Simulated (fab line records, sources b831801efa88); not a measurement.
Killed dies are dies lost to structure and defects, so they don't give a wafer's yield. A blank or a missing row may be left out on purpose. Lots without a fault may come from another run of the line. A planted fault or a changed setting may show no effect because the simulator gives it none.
One fault seen from 2 desks | flow gf180mcu | each desk has only its own numbers; what lay behind them comes last

THE TOOL OWNER'S DESK: implanter-03
The tool's own readings at GF_HV_LDD_IMPLANT_35: means of the sampled wafers that have a number, for each lot that ran on this tool. A lot is out of limits, marked OUT, if its mean lies more than 4 standard deviations from the usual mean; the brackets give that distance.
Columns: A = dose_ions_cm2 at GF_HV_LDD_IMPLANT_35, usual 7.499e+12; B = faraday_current_uA at GF_HV_LDD_IMPLANT_35, usual 42.5; C = rotation_deg at GF_HV_LDD_IMPLANT_35, usual 180.00 degrees
lot  | first seen here | A                           | B               | C
L936 | day 13 06:44    | 7.509e+12                   | 43.3            | 180.03
L939 | day 14 07:46    | 7.498e+12                   | 42.6            | 180.00
L941 | day 14 20:20    | 7.500e+12                   | 42.4            | 180.00
L942 | day 15 08:44    | 6.075e+12 (-99 or more) OUT | 35.0 (-8.6) OUT | 180.01
L945 | day 16 02:13    | 6.082e+12 (-99 or more) OUT | 34.2 (-9.5) OUT | 180.00
L946 | day 16 16:35    | 6.089e+12 (-99 or more) OUT | 34.2 (-9.6) OUT | 179.96
This desk's finding: out of limits on L942, L945, L946; first on L942, day 15 08:44 (dose_ions_cm2 at GF_HV_LDD_IMPLANT_35). In limits: L936, L939, L941.

THE METROLOGY DESK
What the gauges read, lot by lot, whatever tool the lot ran on: means of the sampled wafers that have a number. A lot is out of limits, marked OUT, if its mean lies more than 4 standard deviations from the usual mean; the brackets give that distance.
Columns: A = HV_LDD_RS at GF_HV_LDD_RS_MEAS_53, usual 418.4 ohm/sq
lot  | first seen here | A
L932 | day 12 18:14    | 417.7
L934 | day 13 08:47    | 417.2
L936 | day 14 04:22    | 417.6
L939 | day 15 06:30    | 418.9
L941 | day 15 18:49    | 418.8
L942 | day 16 07:23    | 422.8 (+5.4) OUT
L943 | day 16 13:56    | 418.1
L945 | day 17 01:35    | 422.9 (+5.6) OUT
L946 | day 17 16:39    | 422.7 (+5.3) OUT
L951 | day 19 06:52    | 417.5
L952 | day 19 17:20    | 418.1
L954 | day 20 08:41    | 417.5
This desk's finding: out of limits on L942, L945, L946; first on L942, day 16 07:23 (HV_LDD_RS at GF_HV_LDD_RS_MEAS_53). In limits: L932, L934, L936, L939, L941, L943, L951, L952, L954.

PUT TOGETHER
The tool owner's desk could have raised an alarm at day 15 08:44, on L942, L945, L946.
The metrology desk could have raised an alarm at day 16 07:23, on L942, L945, L946.
Of the lots named, all ran GF_HV_LDD_IMPLANT_35 on implanter-03.

WHAT THE SIMULATOR HAD PUT IN
Process parameter drift: implanter-03, from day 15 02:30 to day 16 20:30, at GF_HV_LDD_IMPLANT_35. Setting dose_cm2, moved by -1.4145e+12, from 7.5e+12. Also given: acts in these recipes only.
Lots struck among those shown: L942, L945, L946.
Hours from the fault's start to each desk's first reading out of limits: the tool owner's desk, 6; the metrology desk, 29.
